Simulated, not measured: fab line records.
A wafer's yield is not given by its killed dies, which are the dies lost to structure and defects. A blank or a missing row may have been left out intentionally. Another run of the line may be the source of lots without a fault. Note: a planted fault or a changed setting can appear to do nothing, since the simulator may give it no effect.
The tool behind it: which one?    flow gf180mcu    17 wafers sampled from 6 lots at 1 step of a route of 602

## WHAT EACH GAUGE READ, for each wafer
GF_HV_LDD_CD_MEAS_46 targets a cd of 400 nm.
lot   measured      on        cdNm (nm)
L312  day 13 02:17  cdSem-01  400.7 399.5 400.4
L316  day 14 10:38  cdSem-01  398.6 401.4
L323  day 16 22:38  cdSem-02  396.4 398.0 399.8
L325  day 17 13:44  cdSem-01  402.6 401.0 401.4
L328  day 18 08:28  cdSem-01  398.0 397.3 397.8
L332  day 19 16:40  cdSem-01  401.2 401.7 400.7

## TOOL THAT RAN EACH LOT (tool first, then ch and the chambers of the sampled wafers, then the start)
The record holds no process step before these readings.

## THE ANSWER, worked out from the rows above alone
Rule: usual is defined by the lots themselves. The widest of any qualifying gaps counts: lots, ordered by their means at a reading, are off when they make up no more than a third of the lots, leave a main group of 4 or more, and stand apart from it by 3 or more times the standard deviation of that group's means. A main group whose means are all the same, to the digits that the tables above print for the reading, isn't used. A lot without any number at a reading at which 4 lots or more have one is off too. All remaining lots with rows at the step are treated as sound.
None of the lots is off at any reading shown; this tells nothing.

## WHAT THE SIMULATOR HAD INSERTED
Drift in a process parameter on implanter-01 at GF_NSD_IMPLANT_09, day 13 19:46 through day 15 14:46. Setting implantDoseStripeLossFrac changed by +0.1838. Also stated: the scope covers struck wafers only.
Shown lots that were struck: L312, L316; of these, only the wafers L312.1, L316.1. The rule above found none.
